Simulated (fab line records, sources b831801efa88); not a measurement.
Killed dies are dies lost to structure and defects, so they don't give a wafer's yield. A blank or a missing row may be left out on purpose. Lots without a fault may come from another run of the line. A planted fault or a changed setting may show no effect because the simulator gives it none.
Which tool did it? | flow gf180mcu | 14 lots, 42 wafers sampled, at 5 steps of a route of 602

WHAT THE GAUGES READ, wafer by wafer
GF_CONTACT_OVL_MEAS_15.
lot  | measured     | on         | CONTACT_OVL (nm)
L418 | day 15 23:23 | overlay-02 | 0 -6 -2
L419 | day 16 07:10 | overlay-01 | 4 -1 1
L420 | day 16 19:35 | overlay-02 | 5 5 -1
L421 | day 17 04:56 | overlay-01 | 1 -4 -2
L422 | day 17 11:29 | overlay-01 | 9 -1 -2
L424 | day 18 07:50 | overlay-02 | 13 1 5
L425 | day 18 19:28 | overlay-02 | -12 -16 -14
L427 | day 19 13:28 | overlay-01 | -4 -12 -2
L428 | day 19 21:46 | overlay-01 | -4 -3 2
L430 | day 20 11:55 | overlay-02 | -7 -5 -4
L431 | day 21 00:14 | overlay-01 | -11 -5 -5
L433 | day 21 18:49 | overlay-01 | -4 -7 1
L436 | day 22 15:43 | overlay-02 | 0 -1 3
L438 | day 23 07:25 | overlay-01 | 1 -6 5

GF_M1_CD_MEAS_14: target cd 230 nm.
lot  | measured     | on        | cd_nm (nm)
L418 | day 16 23:40 | cd_sem-02 | 231.4 229.8 230.6
L419 | day 17 07:30 | cd_sem-02 | 229.7 231.9 230.9
L420 | day 17 20:04 | cd_sem-01 | 228.3 228.4 228.7
L421 | day 18 05:26 | cd_sem-01 | 232.1 232.0 231.5
L422 | day 18 12:31 | cd_sem-01 | 230.1 230.8 230.1
L424 | day 19 09:48 | cd_sem-02 | 232.9 232.2 231.6
L425 | day 19 21:30 | cd_sem-02 | 230.9 231.4 231.4
L427 | day 20 14:34 | cd_sem-01 | 229.8 230.6 229.7
L428 | day 20 23:01 | cd_sem-01 | 230.8 230.3 229.9
L430 | day 21 12:51 | cd_sem-02 | 231.1 230.1 231.9
L431 | day 22 00:26 | cd_sem-02 | 230.7 229.9 231.2
L433 | day 22 19:12 | cd_sem-02 | 229.2 228.7 227.7
L436 | day 23 16:04 | cd_sem-01 | 229.3 176.2 231.1
L438 | day 24 07:35 | cd_sem-02 | 230.3 173.7 230.3

WHICH TOOL RAN EACH LOT (tool, then ch and the chambers of the sampled wafers, then the start)
lot  | GF_CONTACT_CVD_24             | GF_M1_SPUTTER_01             | GF_M1_EXPOSE_11
L418 | cvd_w-01 ch 0,1, day 15 23:59 | pvd_sputter-03, day 16 00:42 | krf_scanner-02 ch 0, day 16 12:23
L419 | cvd_w-01 ch 0,1, day 16 07:46 | pvd_sputter-04, day 16 08:27 | krf_scanner-02 ch 0, day 16 20:04
L420 | cvd_w-01 ch 0,1, day 16 20:11 | pvd_sputter-03, day 16 20:52 | krf_scanner-01 ch 0, day 17 08:57
L421 | cvd_w-01 ch 0,1, day 17 05:31 | pvd_sputter-03, day 17 06:12 | krf_scanner-01 ch 0, day 17 17:52
L422 | cvd_w-02 ch 0,1, day 17 12:13 | pvd_sputter-03, day 17 12:53 | krf_scanner-01 ch 0, day 18 00:36
L424 | cvd_w-01 ch 0,1, day 18 08:25 | pvd_sputter-03, day 18 09:06 | krf_scanner-01 ch 0, day 18 21:26
L425 | cvd_w-01 ch 1, day 18 20:04   | pvd_sputter-03, day 18 20:45 | krf_scanner-02 ch 0, day 19 09:39
L427 | cvd_w-02 ch 0,1, day 19 14:04 | pvd_sputter-04, day 19 14:44 | krf_scanner-01 ch 0, day 20 03:02
L428 | cvd_w-02 ch 0,1, day 19 22:34 | pvd_sputter-04, day 19 23:14 | krf_scanner-02 ch 0, day 20 11:19
L430 | cvd_w-02 ch 0,1, day 20 12:30 | pvd_sputter-02, day 20 13:11 | krf_scanner-01 ch 0, day 21 01:14
L431 | cvd_w-01 ch 0,1, day 21 00:52 | pvd_sputter-02, day 21 01:31 | krf_scanner-01 ch 0, day 21 13:29
L433 | cvd_w-02 ch 0,1, day 21 19:24 | pvd_sputter-03, day 21 20:05 | krf_scanner-01 ch 0, day 22 08:17
L436 | cvd_w-01 ch 0,1, day 22 16:23 | pvd_sputter-02, day 22 17:04 | krf_scanner-01 ch 0, day 23 04:58
L438 | cvd_w-02 ch 0,1, day 23 08:01 | pvd_sputter-04, day 23 08:42 | krf_scanner-01 ch 0, day 23 20:01
- GF_CONTACT_CVD_24: deposits W, target thk 300 nm, time 90.339 s.
- GF_M1_SPUTTER_01: material TiN, target thk 30 nm, time 25 s.
- GF_M1_EXPOSE_11: exposes mask Metal1, target cd 230 nm.

WHAT THE TOOLS THEMSELVES READ (means of the sampled wafers that have a number; where no wafer has one, the mark that the record gives instead)
GF_CONTACT_CVD_24.
lot  | tool     | chamber_pressure_Torr (Torr) | heater_power_w (W)
L418 | cvd_w-01 | 40.02                        | 853
L419 | cvd_w-01 | 39.93                        | 849
L420 | cvd_w-01 | 39.98                        | 856
L421 | cvd_w-01 | 40.04                        | 798
L422 | cvd_w-02 | 39.93                        | 852
L424 | cvd_w-01 | 40.00                        | 814
L425 | cvd_w-01 | 40.09                        | 881
L427 | cvd_w-02 | 39.98                        | 846
L428 | cvd_w-02 | 39.98                        | 786
L430 | cvd_w-02 | 40.06                        | 851
L431 | cvd_w-01 | 40.00                        | 741
L433 | cvd_w-02 | 40.07                        | 858
L436 | cvd_w-01 | 40.04                        | 819
L438 | cvd_w-02 | 40.00                        | 799

GF_M1_SPUTTER_01.
lot  | tool           | chamber_pressure_pa (Pa) | throttle_valve_pct (%)
L418 | pvd_sputter-03 | 0.4006                   | 29.6
L419 | pvd_sputter-04 | 0.3997                   | 30.0
L420 | pvd_sputter-03 | 0.4003                   | 30.3
L421 | pvd_sputter-03 | 0.4006                   | 30.3
L422 | pvd_sputter-03 | 0.4001                   | 30.5
L424 | pvd_sputter-03 | 0.4005                   | 30.6
L425 | pvd_sputter-03 | 0.4009                   | 30.7
L427 | pvd_sputter-04 | 0.3993                   | 29.7
L428 | pvd_sputter-04 | 0.4009                   | 30.8
L430 | pvd_sputter-02 | 0.4000                   | 29.4
L431 | pvd_sputter-02 | 0.4011                   | 29.2
L433 | pvd_sputter-03 | 0.3999                   | 30.1
L436 | pvd_sputter-02 | 0.4003                   | 29.0
L438 | pvd_sputter-04 | 0.3996                   | 29.6

GF_M1_EXPOSE_11.
lot  | tool           | focus_offset_nm (nm)
L418 | krf_scanner-02 | -0.3
L419 | krf_scanner-02 | 0.2
L420 | krf_scanner-01 | 0.3
L421 | krf_scanner-01 | -0.6
L422 | krf_scanner-01 | 0.3
L424 | krf_scanner-01 | 0.4
L425 | krf_scanner-02 | -0.3
L427 | krf_scanner-01 | -0.1
L428 | krf_scanner-02 | 0.0
L430 | krf_scanner-01 | -0.3
L431 | krf_scanner-01 | -0.2
L433 | krf_scanner-01 | -0.1
L436 | krf_scanner-01 | 0.4
L438 | krf_scanner-01 | 0.5

THE ANSWER, worked out from the rows above alone
Rule: what is usual is taken from the lots themselves. Put in order of their means at a reading, lots are off if they are a third of the lots or fewer, leave a main group of 4 or more, and stand apart from it by a gap of 3 or more times the standard deviation of the main group's means; of several such gaps the widest counts. A main group whose means are all the same, to the digits that the tables above print for the reading, isn't used. A lot without any number at a reading at which 4 lots or more have one is off too. The other lots that the step has rows for count as sound. The gauges are gone through in route order, then the tools' own readings, and for those a lot's mean is taken as printed above. The first step at which some lot is off is used, and at that step the reading that is off furthest; a lot without a number counts as furthest.
Off: L436, L438, at GF_M1_CD_MEAS_14 (cd_nm). The main group: mean 230.5 nm, standard deviation 1.1.
A tool fits if, at a process step before that reading, it ran every lot that is off, and no sound lot after the first of them. The gauges at GF_M1_CD_MEAS_14 are tried like those tools. One fits: krf_scanner-01 at GF_M1_EXPOSE_11. Its last sound lot is L433 (day 22 08:17), its first lot that is off L436 (day 23 04:58): a fault that began between those two fits.

WHAT THE SIMULATOR HAD PUT IN
Process parameter drift: krf_scanner-01, from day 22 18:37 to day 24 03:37, at GF_M1_EXPOSE_11. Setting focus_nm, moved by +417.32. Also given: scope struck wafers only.
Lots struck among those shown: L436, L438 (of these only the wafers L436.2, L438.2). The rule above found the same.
